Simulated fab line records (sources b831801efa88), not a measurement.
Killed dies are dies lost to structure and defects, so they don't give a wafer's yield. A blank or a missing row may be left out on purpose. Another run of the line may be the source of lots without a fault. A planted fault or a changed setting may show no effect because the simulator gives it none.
fab line records	flow sky130
[record] lots = 13	wafers = 39	last-day = 50
route steps=708 shown POLY_GATE@227 LDD_P@265 LDD_HVN@276 LDD_LDN@296
lots that met no fault: from a run of the same line without faults
start-h: hours from the record's opening day to when the first of the lot's shown wafers began	wait-h: hours since the lot's step before	" the same as in the row above	L1.1+2: a row that stands for several wafers	- no value present, or no start provided	* or withheld: withheld	< > ~ a bound
route shown NAME@n: a module of which the file shows steps, and the number in the route of the first	usual: average and standard deviation across the fault-free wafers	same: alike in all rows	chamber/n: place in a boat	sites: per-site readings	_std_site: their standard deviation	_edge_site: mean of outer sites minus mean of inner sites	radius-mm: for every site, how far away it sits from the centre of the wafer	mask NAME#n: copy n	behind: the last tool/chamber to shape the wafer	hold: why the lot was held/for how many hours/how that ended	device: names the non-switching transistor (n, p or np)	end of line: tests run on the same wafers once the route is complete	a step given without rows: its recipe and nothing more	killed: the dies lost at the first sort to structure and to defects; this is not the yield of the wafer	map: a wafer's dies, x killed, . not, _ none there
set.NAME: the setting as run; set.NAME@STEP: as run at that earlier step	model.NAME: the simulator's own value behind a step, which no gauge read
one table for each step of the route and one row for each wafer, over a sample of lots
services: from which hour (start-h, from the record's first day; less than 0 if before it) a tool's chamber was out of use, for how many hours, and why
[[steps]]
[step SKY_POLY_GATE_CD_MEAS_13]
[recipe] target-cd-nm = 150
[usual] cd-nm = 149.8/1.5
lot.wafer	tool	chamber	start-h	wait-h	cd-nm
L358.1	cd-sem-01	-	366.03	-	151.8
L358.4	"	-	"	"	150.6
L358.5	"	-	"	"	151.6
L359.1	cd-sem-01	-	384.08	-	146.5
L359.3	"	-	"	"	148.5
L359.4	"	-	"	"	147.6
L360.1	cd-sem-02	-	387.98	-	148.1
L360.3	"	-	"	"	146.5
L360.6	"	-	"	"	147.2
L363.1	cd-sem-02	-	416.13	-	152.3
L363.2	"	-	"	"	152.1
L363.4	"	-	"	"	152.6
L361.1	cd-sem-02	-	417.57	-	150.7
L361.2	"	-	"	"	151.2
L361.6	"	-	"	"	151.2
L362.3	cd-sem-02	-	419.31	-	149.9
L362.4	"	-	"	"	150.9
L362.5	"	-	"	"	150.2
L365.1	cd-sem-02	-	432.88	-	149.9
L365.4	"	-	"	"	149.1
L365.6	"	-	"	"	149.8
L367.1	cd-sem-02	-	450.62	-	151.7
L367.3	"	-	"	"	150.6
L367.5	"	-	"	"	149.9
L368.1	cd-sem-02	-	460.03	-	147.3
L368.2	"	-	"	"	149.1
L368.6	"	-	"	"	148.0
L370.1	cd-sem-02	-	480.52	-	150.5
L370.2	"	-	"	"	150.3
L370.4	"	-	"	"	149.9
L373.1	cd-sem-02	-	504.12	-	152.3
L373.3	"	-	"	"	151.0
L373.5	"	-	"	"	151.8
L380.1	cd-sem-01	-	566.28	-	149.1
L380.3	"	-	"	"	149.2
L380.6	"	-	"	"	148.4
L381.2	cd-sem-02	-	576.79	-	150.5
L381.3	"	-	"	"	150.1
L381.4	"	-	"	"	148.9
[step SKY_POLY_GATE_OVL_MEAS_14]
[usual] POLY_GATE_OVL = -2/5.1
lot.wafer	tool	chamber	start-h	wait-h	POLY_GATE_OVL[nm]
L358.1	overlay-02	-	366.15	0.1	-8
L358.4	"	-	"	"	-4
L358.5	"	-	"	"	-14
L359.1	overlay-02	-	384.20	0.1	-5
L359.3	"	-	"	"	-8
L359.4	"	-	"	"	-2
L360.1	overlay-01	-	388.10	0.1	4
L360.3	"	-	"	"	2
L360.6	"	-	"	"	4
L363.1	overlay-01	-	416.25	0.1	1
L363.2	"	-	"	"	-8
L363.4	"	-	"	"	-5
L361.1	overlay-01	-	417.69	0.1	4
L361.2	"	-	"	"	2
L361.6	"	-	"	"	4
L362.3	overlay-01	-	419.40	0.1	-3
L362.4	"	-	"	"	-4
L362.5	"	-	"	"	-4
L365.1	overlay-02	-	433.00	0.1	-1
L365.4	"	-	"	"	2
L365.6	"	-	"	"	0
L367.1	overlay-02	-	450.74	0.1	-6
L367.3	"	-	"	"	-4
L367.5	"	-	"	"	-8
L368.1	overlay-02	-	460.15	0.1	-7
L368.2	"	-	"	"	3
L368.6	"	-	"	"	4
L370.1	overlay-02	-	480.64	0.1	-3
L370.2	"	-	"	"	-5
L370.4	"	-	"	"	0
L373.1	overlay-02	-	504.24	0.1	0
L373.3	"	-	"	"	4
L373.5	"	-	"	"	1
L380.1	overlay-02	-	566.40	0.1	3
L380.3	"	-	"	"	1
L380.6	"	-	"	"	2
L381.2	overlay-02	-	576.90	0.1	-7
L381.3	"	-	"	"	-1
L381.4	"	-	"	"	1
[step SKY_LDD_P_STRIP_10]
[recipe] chemistry = O2/N2	power-w = 1400	pressure-mtorr = 1500	platen-temp-c = withheld	o2-flow-sccm = 3000	n2-flow-sccm = 300	overash-fraction = 0.5
[usual] drypump-motor-current-A = 5.4/0.56	oes-product-au = 0.716/0.0045	strip-time-to-endpoint-s = 14.18/0.041
lot.wafer	tool	chamber	start-h	wait-h	drypump-motor-current-A	oes-product-au	rf-hours-counter-h	strip-time-to-endpoint-s
L358.1	plasma-asher-01	0	429.43	0.1	4.9	0.707	75	14.13
L358.4	"	1	"	"	5.1	0.723	-	14.11
L358.5	"	0	"	"	4.9	0.711	-	14.15
L359.1	plasma-asher-04	1	447.29	0.1	4.7	0.718	31	14.24
L359.3	"	1	"	"	4.7	0.713	-	14.16
L359.4	"	0	"	"	6.0	0.713	-	14.17
L360.1	plasma-asher-02	0	450.71	0.1	6.3	0.720	2	14.18
L360.3	"	1	"	"	5.6	0.718	-	14.16
L360.6	"	0	"	"	6.2	0.722	-	14.21
L363.1	plasma-asher-02	0	480.96	0.1	6.3	0.718	5	14.16
L363.2	"	1	"	"	5.6	0.721	5	14.18
L363.4	"	0	"	"	6.3	0.723	-	14.17
L361.1	plasma-asher-02	1	481.74	0.1	5.6	0.707	5	14.05
L361.2	"	0	"	"	6.3	0.710	5	14.08
L361.6	"	1	"	"	5.6	0.718	-	14.08
L362.3	plasma-asher-01	1	484.96	0.1	5.1	0.717	-	14.22
L362.4	"	0	"	"	4.9	0.711	-	14.20
L362.5	"	1	"	"	5.1	0.715	-	14.17
L365.1	plasma-asher-02	1	500.54	0.1	5.6	0.717	6	14.14
L365.4	"	1	"	"	5.5	0.717	-	14.23
L365.6	"	1	"	"	5.5	0.709	-	14.12
L367.1	plasma-asher-02	0	515.53	0.1	6.3	0.706	8	14.17
L367.3	"	0	"	"	6.4	0.722	-	14.20
L367.5	"	1	"	"	5.6	0.719	-	14.16
L368.1	plasma-asher-04	0	524.64	0.1	5.9	0.710	39	14.17
L368.2	"	1	"	"	4.7	0.718	39	14.18
L368.6	"	0	"	"	5.9	0.714	-	14.18
L370.1	plasma-asher-01	1	544.96	0.1	5.1	0.717	86	14.15
L370.2	"	0	"	"	4.9	0.714	86	14.18
L370.4	"	0	"	"	4.9	0.720	-	14.15
L373.1	plasma-asher-01	0	568.74	0.1	4.9	0.949	89	-
L373.3	"	0	"	"	4.9	0.958	-	-
L373.5	"	1	"	"	5.1	0.961	-	-
L380.1	plasma-asher-01	1	628.59	0.1	5.1	0.720	95	14.18
L380.3	"	1	"	"	5.1	0.714	-	14.21
L380.6	"	0	"	"	4.9	0.715	-	14.17
L381.2	plasma-asher-04	1	639.74	0.1	4.7	0.711	52	14.15
L381.3	"	0	"	"	5.9	0.715	-	14.15
L381.4	"	1	"	"	4.7	0.715	-	14.15
[step SKY_LDD_HVN_STRIP_09]
[recipe] chemistry = O2/N2	power-w = 1400	pressure-mtorr = 1500	platen-temp-c = withheld	o2-flow-sccm = 3000	n2-flow-sccm = 300	overash-fraction = 0.5
[usual] drypump-motor-current-A = 5.7/0.49	oes-product-au = 0.409/0.0045	strip-time-to-endpoint-s = 4.136/0.016
lot.wafer	tool	chamber	start-h	wait-h	drypump-motor-current-A	oes-product-au	rf-hours-counter-h	strip-time-to-endpoint-s
L358.1	plasma-asher-02	1	459.81	0.1	5.6	0.408	3	4.122
L358.4	"	0	"	"	6.3	0.405	-	4.142
L358.5	"	0	"	"	6.3	0.406	-	4.131
L359.1	plasma-asher-02	0	478.56	0.1	6.3	0.410	4	4.151
L359.3	"	1	"	"	5.5	0.408	-	4.152
L359.4	"	0	"	"	6.3	0.411	-	4.153
L360.1	plasma-asher-03	0	482.31	0.1	5.5	0.406	68	4.142
L360.3	"	0	"	"	5.5	0.405	-	4.134
L360.6	"	0	"	"	5.5	0.408	-	4.132
L363.1	plasma-asher-02	0	511.86	0.1	6.4	0.411	8	4.143
L363.2	"	1	"	"	5.5	0.407	8	4.152
L363.4	"	0	"	"	6.3	0.413	-	4.133
L361.1	plasma-asher-03	1	512.44	0.1	5.3	0.411	71	4.124
L361.2	"	0	"	"	5.5	0.411	71	4.145
L361.6	"	0	"	"	5.5	0.409	-	4.132
L362.3	plasma-asher-02	1	516.08	0.1	5.6	0.408	-	4.108
L362.4	"	0	"	"	6.3	0.403	-	4.122
L362.5	"	0	"	"	6.3	0.403	-	4.122
L365.1	plasma-asher-02	0	531.41	0.1	6.4	0.416	10	4.121
L365.4	"	0	"	"	6.4	0.410	-	4.132
L365.6	"	1	"	"	5.6	0.412	-	4.113
L367.1	plasma-asher-03	1	545.74	0.1	5.3	0.411	74	4.149
L367.3	"	0	"	"	5.5	0.408	-	4.151
L367.5	"	1	"	"	5.3	0.411	-	4.140
L368.1	plasma-asher-02	0	555.31	0.1	6.3	0.399	12	4.153
L368.2	"	1	"	"	5.6	0.408	12	4.167
L368.6	"	0	"	"	6.4	0.415	-	4.157
L370.1	plasma-asher-02	0	575.36	0.1	6.3	0.407	14	4.130
L370.2	"	1	"	"	5.5	0.404	14	4.123
L370.4	"	1	"	"	5.5	0.405	-	4.134
L373.1	plasma-asher-02	1	597.81	0.1	5.6	0.500	16	6.453
L373.3	"	1	"	"	5.5	0.509	-	6.432
L373.5	"	1	"	"	5.6	0.512	-	6.444
L380.1	plasma-asher-03	0	657.44	0.1	5.5	0.400	80	4.102
L380.3	"	0	"	"	5.5	0.407	-	4.111
L380.6	"	0	"	"	5.5	0.412	-	4.102
L381.2	plasma-asher-02	0	668.14	0.1	6.3	0.412	25	4.132
L381.3	"	1	"	"	5.5	0.408	-	4.151
L381.4	"	0	"	"	6.4	0.415	-	4.145
[step SKY_LDD_HVN_TW_MEAS_10]
[usual] LDD_HVN_TW = 1437/6.6
lot.wafer	tool	chamber	start-h	wait-h	LDD_HVN_TW
L358.1	film-metro-03	-	459.91	0.1	1443
L358.4	"	-	"	"	1446
L358.5	"	-	"	"	1452
L359.1	film-metro-01	-	478.66	0.1	1430
L359.3	"	-	"	"	1426
L359.4	"	-	"	"	1436
L360.1	film-metro-04	-	482.41	0.1	1429
L360.3	"	-	"	"	1424
L360.6	"	-	"	"	1429
L363.1	film-metro-03	-	511.96	0.1	1435
L363.2	"	-	"	"	1433
L363.4	"	-	"	"	1435
L361.1	film-metro-04	-	512.54	0.1	1440
L361.2	"	-	"	"	1435
L361.6	"	-	"	"	1446
L362.3	film-metro-04	-	516.19	0.1	1441
L362.4	"	-	"	"	1445
L362.5	"	-	"	"	1432
L365.1	film-metro-04	-	531.51	0.1	1434
L365.4	"	-	"	"	1431
L365.6	"	-	"	"	1430
L367.1	film-metro-03	-	545.84	0.1	1439
L367.3	"	-	"	"	1430
L367.5	"	-	"	"	1437
L368.1	film-metro-04	-	555.41	0.1	1440
L368.2	"	-	"	"	1438
L368.6	"	-	"	"	1443
L370.1	film-metro-04	-	575.46	0.1	1431
L370.2	"	-	"	"	1437
L370.4	"	-	"	"	1438
L373.1	film-metro-01	-	597.91	0.1	604
L373.3	"	-	"	"	604
L373.5	"	-	"	"	609
L380.1	film-metro-04	-	657.54	0.1	1434
L380.3	"	-	"	"	1435
L380.6	"	-	"	"	1442
L381.2	film-metro-03	-	668.25	0.1	1429
L381.3	"	-	"	"	1432
L381.4	"	-	"	"	1431
[step SKY_LDD_LDN_OVL_MEAS_07]
[usual] LDD_LDN_OVL = -0.1/1.4
lot.wafer	tool	chamber	start-h	wait-h	LDD_LDN_OVL[nm]
L358.1	overlay-02	-	520.28	0.1	0.8
L358.4	"	-	"	"	0.1
L358.5	"	-	"	"	1.3
L359.1	overlay-02	-	539.76	0.1	-2.3
L359.3	"	-	"	"	0.2
L359.4	"	-	"	"	-0.9
L360.1	overlay-02	-	543.97	0.1	-1.7
L360.3	"	-	"	"	-2.0
L360.6	"	-	"	"	-2.7
L363.1	overlay-01	-	571.82	0.1	1.8
L363.2	"	-	"	"	-0.5
L363.4	"	-	"	"	0.2
L361.1	overlay-01	-	572.68	0.1	1.5
L361.2	"	-	"	"	2.1
L361.6	"	-	"	"	1.9
L362.3	overlay-01	-	575.78	0.1	2.4
L362.4	"	-	"	"	1.6
L362.5	"	-	"	"	-0.6
L365.1	overlay-01	-	590.96	0.1	-3.4
L365.4	"	-	"	"	-3.8
L365.6	"	-	"	"	-2.5
L367.1	overlay-02	-	605.36	0.1	1.8
L367.3	"	-	"	"	1.5
L367.5	"	-	"	"	3.2
L368.1	overlay-02	-	614.03	0.1	1.0
L368.2	"	-	"	"	-0.2
L368.6	"	-	"	"	0.7
L370.1	overlay-01	-	634.76	0.1	-1.3
L370.2	"	-	"	"	-2.5
L370.4	"	-	"	"	-0.9
L373.1	overlay-01	-	655.92	0.1	-0.4
L373.3	"	-	"	"	1.1
L373.5	"	-	"	"	0.3
L380.1	overlay-01	-	713.42	0.1	1.4
L380.3	"	-	"	"	0.5
L380.6	"	-	"	"	0.3
L381.2	overlay-02	-	723.98	0.1	2.2
L381.3	"	-	"	"	1.4
L381.4	"	-	"	"	2.5
[[services]]
tool	chamber	start-h	hours	kind
plasma-asher-01	-	408.87	9.4	repair
plasma-asher-04	-	419.74	0.4	repair
plasma-asher-02	-	421.25	9.0	pm
plasma-asher-02	0	421.25	9.0	vent-cycle
plasma-asher-02	1	421.25	9.0	vent-cycle
plasma-asher-02	0	430.25	-	clean
plasma-asher-02	1	430.25	-	clean
plasma-asher-03	-	461.51	1.4	repair
plasma-asher-01	-	578.85	2.8	pm
plasma-asher-01	-	591.32	3.3	repair
plasma-asher-03	-	601.09	52.7	repair
plasma-asher-03	-	623.90	3.5	repair
plasma-asher-02	-	641.04	1.4	repair
[[key]]
[first-sign] step = SKY_LDD_P_STRIP_10	reading = oes-product-au	direction = up	sigmas = 53	usual = 0.716	struck = 0.956
[effect] step = SKY_LDD_HVN_STRIP_09	reading = strip-time-to-endpoint-s	direction = up	sigmas = 99+	usual = *	struck = *
[effect] step = SKY_LDD_HVN_TW_MEAS_10	reading = LDD_HVN_TW	direction = down	sigmas = 99+	usual = 1437	struck = 606
met-at SKY_LDD_P_STRIP_10
struck-lots L373
sort-left-out L373.1,L373.3,L373.5
tester-left-out L373
not-acting-at SKY_POLY_GATE_CD_MEAS_13,SKY_POLY_GATE_OVL_MEAS_14,SKY_LDD_LDN_OVL_MEAS_07
onset-between 544.96 568.74
[fault] kind = strip-aborted	tool = plasma-asher-01	chamber = -	onset-h = 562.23	steps = SKY_LDD_P_STRIP_10	offset = 0.43206	end-h = 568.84
// tester-left-out: of these lots the tester's yield and bins aren't shown, on N5 and GAA mostly nor the transistor test; their killed dies are dies lost to structure and defects alone, not to doping, threshold or leakage, so they don't give the yield
// sort-left-out: the simulated sort isn't trusted on such a fault, so these wafers' sort isn't shown, and their yield isn't known
